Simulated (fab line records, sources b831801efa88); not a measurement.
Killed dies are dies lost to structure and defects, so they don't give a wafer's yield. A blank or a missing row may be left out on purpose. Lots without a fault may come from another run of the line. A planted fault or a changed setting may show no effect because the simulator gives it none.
Tool commonality check | flow gf180mcu | 11 lots, 33 wafers sampled

WHY IT WAS OPENED
At GF_STI_THK_MEAS_30 the reading STI_OXIDATION_02_THK is flagged on 2 of 11 lots. Wafers without a fault read 10.06 nm, standard deviation 0.17.
Rule: a lot is flagged when every wafer of it that has a number lies more than 4 standard deviations from that mean, or none has a number. The other lots count as sound.

lot  | measured    | on            | STI_OXIDATION_02_THK (nm), wafer by wafer | flag
L770 | day 2 10:52 | film_metro-02 | 9.92 9.99 10.07                           |
L771 | day 2 17:17 | film_metro-02 | 9.81 10.01 9.84                           |
L772 | day 2 20:56 | film_metro-02 | 9.64 9.69 9.67                            |
L774 | day 3 10:16 | film_metro-04 | 9.85 9.80 9.91                            |
L775 | day 3 12:41 | film_metro-02 | 10.04 9.94 10.01                          |
L777 | day 4 01:29 | film_metro-02 | 10.16 10.08 10.21                         |
L780 | day 4 15:41 | film_metro-04 | 13.83 13.82 13.82                         | FLAGGED
L782 | day 5 02:40 | film_metro-04 | 13.70 13.82 13.76                         | FLAGGED
L783 | day 5 07:27 | film_metro-03 | 10.28 10.26 10.36                         |
L786 | day 5 22:39 | film_metro-02 | 10.27 10.10 10.03                         |
L792 | day 7 04:47 | film_metro-02 | 9.80 10.01 10.00                          |
The numbers of the flagged lots are 13.79 nm on average: +3.73 nm against the usual, or +22 standard deviations.

WHICH TOOL RAN EACH LOT
The record holds 1 process step before the reading, out of a route of 602 steps. In each cell: the tool, then ch and the chambers that the sampled wafers went through, then the start.
lot  | flag    | GF_STI_OXIDATION_29
L770 |         | furnace-02 ch 0, day 2 09:28
L771 |         | furnace-01 ch 0, day 2 15:52
L772 |         | furnace-02 ch 0, day 2 19:32
L774 |         | furnace-02 ch 0, day 3 08:52
L775 |         | furnace-01 ch 0, day 3 11:16
L777 |         | furnace-02 ch 0, day 4 00:06
L780 | FLAGGED | furnace-02 ch 0, day 4 14:18
L782 | FLAGGED | furnace-02 ch 0, day 5 01:16
L783 |         | furnace-01 ch 0, day 5 06:03
L786 |         | furnace-01 ch 0, day 5 21:15
L792 |         | furnace-01 ch 0, day 7 03:23
What these steps do:
- GF_STI_OXIDATION_29: stabilise 600 s, purge 300 s, target thk 10 nm.
- GF_STI_THK_MEAS_30

FLAGGED OVER TOTAL, TOOL BY TOOL (the gauges that took the reading come last)
step                | tool          | lots run | flagged | share of the flagged lots | sound lots run after its first flagged lot
GF_STI_OXIDATION_29 | furnace-01    | 5        | 0       | none                      | -
GF_STI_OXIDATION_29 | furnace-02    | 6        | 2       | all                       | 0
GF_STI_THK_MEAS_30  | film_metro-02 | 7        | 0       | none                      | -
GF_STI_THK_MEAS_30  | film_metro-03 | 1        | 0       | none                      | -
GF_STI_THK_MEAS_30  | film_metro-04 | 3        | 2       | all                       | 0

WHAT THE TABLE ALLOWS
2 rows of the table ran every flagged lot: furnace-02 at GF_STI_OXIDATION_29, film_metro-04 at GF_STI_THK_MEAS_30.
- furnace-02 at GF_STI_OXIDATION_29: 2 of its 6 lots flagged. Its last sound lot is L777 (day 4 00:06), its first flagged lot L780 (day 4 14:18): a fault that began between those two fits. Its own readings lie more than 4 standard deviations out on every wafer of the flagged lots: spike_tc_bottom_C, spike_tc_centre_C, spike_tc_lower_C, spike_tc_top_C, spike_tc_upper_C, zone_power_lower_pct, zone_power_upper_pct.
- film_metro-04 at GF_STI_THK_MEAS_30: 2 of its 3 lots flagged. Its last sound lot is L774 (day 3 10:16), its first flagged lot L780 (day 4 15:41): a fault that began between those two fits.
Counting lots can't tell these 2 tools apart, because each fits a fault that began at some hour. More lots, or a look at what each step does to the wafer, might.

WHAT THE SIMULATOR HAD PUT IN
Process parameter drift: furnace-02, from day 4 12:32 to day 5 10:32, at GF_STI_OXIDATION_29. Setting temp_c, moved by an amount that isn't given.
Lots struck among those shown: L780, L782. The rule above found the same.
